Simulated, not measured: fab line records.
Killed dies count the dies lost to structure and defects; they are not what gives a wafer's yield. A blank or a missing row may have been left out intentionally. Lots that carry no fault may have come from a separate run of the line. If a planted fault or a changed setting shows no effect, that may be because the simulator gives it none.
fab line records	flow sfq-line
record: lots: 6	wafers: 18	last-day: 94
route steps=325 shown I4@164
lots that met no fault: taken from a fault-free run of the same line
start-h: the number of hours between the record's first day and the start of the first shown wafer of the lot	wait-h: hours elapsed since this lot's preceding step	" as in the row above	L1.1+2: a row that stands for several wafers	- either no value or no given start	* or withheld: withheld	< > ~ a bound
route shown NAME@n: a module of which the file shows steps, and the number in the route of the first	usual: the fault-free wafers' mean and standard deviation	same: alike in all rows	chamber/n: place in a boat	sites: per-site readings	_std_site: standard deviation across them	_edge_site: inner sites' mean taken away from outer sites' mean	radius-mm: how far each site lies from the wafer's centre	mask NAME#n: copy n	behind: the tool/chamber that last shaped the wafer	hold: why the lot went on hold/how many hours it stayed there/how the hold came to an end	device: names the non-switching transistor (n, p or np)	end of line: the route-end tests of the same wafers	for a step that has no rows: nothing shown but its recipe	killed: count of dies lost to structure and defects at first sort (not the wafer's yield)	map: shows each die of a wafer: x if killed, . if not, _ if none is there
set.NAME: the setting the step ran with; set.NAME@STEP: the setting that earlier step ran with	model.NAME: the simulator's own value behind a step, which no gauge read
lots at selected steps of the route; one table per step, one row per wafer
services: when a tool's chamber went out of use (start-h, in hours from the record's first day, below 0 if earlier), for how many hours, and the reason
== steps ==
step: SFQ_TRILAYER_I4_CMP_CMP_100
recipe: material: SiO2	down-force-psi: 3	platen-rpm: 60	pad-velocity-m-s: 0.94248
usual: motor-current-A: 10.2/0.98	retaining-ring-pressure-frac: 1.000/0.0049	time-to-endpoint-s: 218/8.9
lot.wafer	tool	chamber	start-h	wait-h	motor-current-A	retaining-ring-pressure-frac	time-to-endpoint-s
L911.3	cmp-01	3	1287.90	0.0	9.9	1.001	208
L911.2	"	1	1288.90	1.0	10.5	1.006	207
L911.5	"	0	1290.40	2.5	11.2	0.991	215
L912.3	cmp-01	0	1307.00	0.6	10.6	0.998	204
L912.2	"	1	"	"	10.0	0.998	210
L912.5	"	0	1309.00	2.6	10.8	0.999	209
L923.4	cmp-02	1	1432.44	9.4	10.6	1.000	234
L923.5	"	3	1433.44	10.4	10.4	1.002	227
L923.6	"	0	"	"	8.6	0.994	226
L927.2	cmp-02	1	1471.94	17.9	10.3	0.992	218
L927.3	"	3	1472.94	18.9	11.0	0.994	219
L927.6	"	1	1473.94	19.8	10.7	0.995	223
L929.2	cmp-01	1	1475.25	16.4	9.8	0.997	215
L929.6	"	1	1477.25	18.3	9.9	0.996	209
L929.5	"	2	"	"	9.7	1.001	213
L931.1	cmp-02	2	1483.44	11.4	11.2	1.009	198
L931.5	"	2	1485.44	13.3	11.9	1.006	215
L931.6	"	3	"	"	10.9	0.996	219
step: SFQ_I4_BOW_MEAS_927
recipe: mode: bow
usual: I4_BOW: 4/9.1
lot.wafer	tool	chamber	start-h	wait-h	I4_BOW[um]
L911.2	film-metro-02	-	1290.92	1.5	-6
L911.3	"	-	"	"	12
L911.5	"	-	"	"	-6
L912.2	film-metro-04	-	1309.52	1.5	-6
L912.3	"	-	"	"	-4
L912.5	"	-	"	"	-16
L923.4	film-metro-01	-	1434.50	1.6	-7
L923.5	"	-	"	"	-2
L923.6	"	-	"	"	-12
L927.2	film-metro-01	-	1474.46	2.0	-2
L927.3	"	-	"	"	6
L927.6	"	-	"	"	-3
L929.2	film-metro-02	-	1478.27	2.5	-2
L929.5	"	-	"	"	-4
L929.6	"	-	"	"	-6
L931.1	film-metro-01	-	1486.44	2.5	12
L931.5	"	-	"	"	14
L931.6	"	-	"	"	14
step: SFQ_TRILAYER_I4_METRO_MEASURE_101
usual: thk-nm: 200.2/1.1
lot.wafer	tool	chamber	start-h	wait-h	thk-nm
L911.2	film-metro-02	-	1291.22	0.3	199.3
L911.3	"	-	"	"	201.0
L911.5	"	-	"	"	199.0
L912.2	film-metro-04	-	1309.82	0.3	199.8
L912.3	"	-	"	"	199.1
L912.5	"	-	"	"	199.0
L923.4	film-metro-01	-	1435.16	0.6	201.5
L923.5	"	-	"	"	199.8
L923.6	"	-	"	"	200.9
L927.2	film-metro-01	-	1474.76	0.3	202.0
L927.3	"	-	"	"	200.6
L927.6	"	-	"	"	201.7
L929.2	film-metro-02	-	1478.57	0.3	199.3
L929.5	"	-	"	"	198.6
L929.6	"	-	"	"	200.0
L931.1	film-metro-01	-	1486.56	0.1	197.5
L931.5	"	-	"	"	197.6
L931.6	"	-	"	"	200.6
step: SFQ_TRILAYER_I4_VIA_LITHO_COAT_108
recipe: resist: BARC	spin-rpm: 3000	resist-thk-nm: 62
step: SFQ_TRILAYER_I4_VIA_LITHO_COAT_103
recipe: resist: KrF	spin-rpm: 3000	resist-thk-nm: 650
step: SFQ_TRILAYER_I4_VIA_LITHO_SOFTBAKE_107
recipe: temp-c: withheld	time-s: withheld	resist: KrF
step: SFQ_TRILAYER_I4_VIA_LITHO_EXPOSE_104
recipe: mask-id: I4	na: 0.6	source-shape: conventional	sigma-outer: 0.65	target-cd-nm: 700	dose-mj: 21.3
step: SFQ_TRILAYER_I4_VIA_LITHO_PEB_106
recipe: peb-temp-c: 115	peb-time-s: 60	resist: KrF
step: SFQ_TRILAYER_I4_VIA_LITHO_DEVELOP_105
recipe: time-s: 60	resist: KrF
step: SFQ_I4_OVL_MEAS_928
usual: I4_OVL: 3/5.7
lot.wafer	tool	chamber	start-h	wait-h	I4_OVL[nm]
L911.2	overlay-02	-	1418.10	0.1	8
L911.3	"	-	"	"	-3
L911.5	"	-	"	"	3
L912.2	overlay-02	-	1431.30	0.1	4
L912.3	"	-	"	"	3
L912.5	"	-	"	"	0
L923.4	overlay-02	-	1540.89	0.1	2
L923.5	"	-	"	"	-7
L923.6	"	-	"	"	4
L927.2	overlay-02	-	1571.12	0.1	18
L927.3	"	-	"	"	0
L927.6	"	-	"	"	20
L929.2	overlay-01	-	1575.92	0.1	-5
L929.5	"	-	"	"	13
L929.6	"	-	"	"	-3
L931.1	overlay-01	-	1585.52	0.1	10
L931.5	"	-	"	"	7
L931.6	"	-	"	"	-2
step: SFQ_TRILAYER_I4_VIA_BARC_OPEN_VIA_ETCH_146
recipe: mask-material: PR	chemistry: O2	target-depth-nm: 125	target: BARC	source-w: 500	bias-w: 80	pressure-mtorr: 30	time-s: 41.7
usual: chamber-pressure-mTorr: 29.998/0.026	drypump-motor-current-A: 5.5/0.35	oes-product-au: 0.685/0.0049
same: time-s: 41.7
lot.wafer	tool	chamber	start-h	wait-h	chamber-pressure-mTorr	drypump-motor-current-A	oes-product-au	rf-hours-counter-h
L911.2	rie-diel-03	3	1418.13	0.0	29.996	5.3	0.683	14
L911.3	"	2	"	"	30.033	5.7	0.684	12
L911.5	"	1	"	"	29.995	5.6	0.681	-
L912.2	rie-diel-04	1	1431.33	0.0	29.945	5.9	0.680	2
L912.3	"	3	"	"	30.010	5.5	0.678	7
L912.5	"	0	"	"	30.009	5.0	0.681	-
L923.4	rie-diel-04	3	1540.90	0.0	29.963	5.5	0.685	9
L923.5	"	0	"	"	29.963	5.0	0.700	-
L923.6	"	3	"	"	30.014	5.4	0.685	-
L927.2	rie-diel-03	1	1571.15	0.0	30.015	5.6	0.673	17
L927.3	"	0	"	"	30.015	5.6	0.683	6
L927.6	"	3	"	"	29.993	5.3	0.686	-
L929.2	rie-diel-03	3	1575.95	0.0	30.018	5.3	0.686	16
L929.5	"	2	"	"	29.988	5.7	0.685	-
L929.6	"	1	"	"	30.000	5.6	0.681	-
L931.1	rie-diel-03	2	1585.55	0.0	29.976	5.7	0.683	15
L931.5	"	1	"	"	29.968	5.6	0.682	-
L931.6	"	2	"	"	29.991	5.7	0.682	-
step: SFQ_TRILAYER_I4_VIA_ETCH_VIA_ETCH_106
recipe: target: SiO2	stop-on: Nb	mask-material: PR	taper-deg: 20	chemistry: CHF3	target-depth-nm: 260	source-w: 500	bias-w: 80	pressure-mtorr: 30	time-s: withheld
usual: chamber-pressure-mTorr: 30.000/0.029	drypump-motor-current-A: 5.5/0.35	oes-product-au: 0.855/0.0051
lot.wafer	tool	chamber	start-h	wait-h	chamber-pressure-mTorr	drypump-motor-current-A	oes-product-au
L911.2	rie-diel-03	3	1418.17	0.0	29.977	5.3	0.848
L911.3	"	2	"	"	29.979	5.7	0.862
L911.5	"	1	"	"	30.009	5.6	0.847
L912.2	rie-diel-04	1	1431.37	0.0	29.979	5.9	0.855
L912.3	"	3	"	"	30.049	5.4	0.848
L912.5	"	0	"	"	30.015	5.0	0.846
L923.4	rie-diel-04	3	1540.94	0.0	30.008	5.4	0.862
L923.5	"	0	"	"	30.039	5.0	0.855
L923.6	"	3	"	"	30.025	5.5	0.853
L927.2	rie-diel-03	1	1571.19	0.0	29.988	5.6	0.859
L927.3	"	0	"	"	30.056	5.6	0.856
L927.6	"	3	"	"	29.974	5.2	0.866
L929.2	rie-diel-03	3	1575.99	0.0	30.008	5.3	0.857
L929.5	"	2	"	"	29.957	5.7	0.852
L929.6	"	1	"	"	29.979	5.6	0.857
L931.1	rie-diel-03	2	1585.59	0.0	29.986	5.7	0.853
L931.5	"	1	"	"	30.071	5.6	0.847
L931.6	"	2	"	"	29.984	5.7	0.854
step: SFQ_TRILAYER_I4_VIA_STRIP_STRIP_107
recipe: gas: O2	power-w: 200	platen-temp-c: 40	overash-fraction: 0.65	chemistry: O2	pressure-mtorr: 50
usual: chamber-pressure-mTorr: 50.00/0.045	drypump-motor-current-A: 5.35/0.16	oes-product-au: 1.002/0.0095	overash-fraction: 0.65/0	platen-temp-c: 40.01/0.12
lot.wafer	tool	chamber	start-h	wait-h	chamber-pressure-mTorr	drypump-motor-current-A	oes-product-au	overash-fraction	platen-temp-c	rf-hours-counter-h
L911.2	rie-metal-04	0	1418.28	-	50.05	5.30	0.997	0.65	39.97	7
L911.3	"	1	"	"	50.01	5.17	1.016	0.65	39.80	-
L911.5	"	1	"	"	49.95	5.14	1.009	0.65	39.93	-
L912.2	rie-metal-01	1	1431.48	-	49.95	5.37	1.014	0.65	40.00	119
L912.3	"	0	"	"	49.94	5.37	0.998	0.65	39.82	-
L912.5	"	0	"	"	50.01	5.38	0.999	0.65	40.02	-
L923.4	rie-metal-01	1	1541.26	-	49.99	5.37	1.022	0.65	40.05	-
L923.5	"	1	"	"	49.96	5.38	1.030	0.65	40.02	-
L923.6	"	0	"	"	50.00	5.40	0.988	0.39	39.95	-
L927.2	rie-metal-01	0	1571.31	-	49.99	5.36	0.999	0.39	39.70	69
L927.3	"	0	"	"	50.01	5.38	1.002	0.39	39.77	-
L927.6	"	1	"	"	50.01	5.37	1.012	0.65	40.14	-
L929.2	rie-metal-04	1	1576.11	-	49.97	5.16	0.995	0.65	40.12	31
L929.5	"	0	"	"	49.93	5.26	0.994	0.65	40.18	-
L929.6	"	1	"	"	50.05	5.17	0.998	0.65	40.17	-
L931.1	rie-metal-04	0	1585.71	-	50.01	5.27	0.997	0.65	39.96	26
L931.5	"	1	"	"	49.95	5.17	1.006	0.65	40.30	-
L931.6	"	0	"	"	49.92	5.22	0.997	0.65	40.04	-
step: SFQ_TRILAYER_I4_VIA_STRIP_SOLV_CLEAN_108
recipe: chemistry: NMP	temp-c: 70	time-s: 600
== services ==
tool	chamber	start-h	hours	kind
cmp-02	-	1266.07	1.0	repair
rie-metal-04	1	1273.82	12.4	repair
cmp-02	-	1273.83	3.1	pm
cmp-02	-	1279.11	1.5	repair
cmp-01	-	1279.17	5.8	repair
rie-metal-01	-	1283.99	0.2	repair
film-metro-01	-	1286.18	0.3	pm
rie-metal-01	-	1298.96	3.5	repair
rie-diel-03	3	1313.91	2.0	repair
cmp-01	-	1315.50	5.2	pm
film-metro-01	-	1327.24	3.1	pm
rie-metal-01	-	1327.37	14.6	pm
film-metro-01	-	1330.34	0.3	pm
cmp-02	-	1333.88	5.1	repair
cmp-01	-	1334.78	0.5	repair
rie-metal-04	-	1352.07	0.2	repair
rie-metal-04	-	1355.76	2.5	repair
rie-diel-03	3	1358.31	10.0	repair
cmp-02	-	1373.37	2.0	repair
film-metro-01	-	1378.27	0.6	pm
cmp-02	-	1387.56	2.1	repair
rie-diel-04	2	1421.83	13.2	repair
rie-diel-04	1	1427.67	1.9	repair
rie-diel-03	-	1546.88	2.8	pm
== key ==
first-sign: step: SFQ_TRILAYER_I4_VIA_STRIP_STRIP_107	reading: overash-fraction	direction: down	sigmas: 99+	usual: 0.65	struck: 0.39
effect none on later readings
met-at SFQ_TRILAYER_I4_VIA_STRIP_STRIP_107
struck-wafers L923.6,L927.2,L927.3
onset-between 1431.48 1541.26
fault: kind: process-parameter-drift	tool: rie-metal-01	chamber: 0	onset-h: 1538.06	steps: SFQ_TRILAYER_I4_VIA_STRIP_STRIP_107	channel: overash-fraction	offset: -0.26	shape: step	end-h: 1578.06	acts-in: these-recipes-only	stated: 0.65
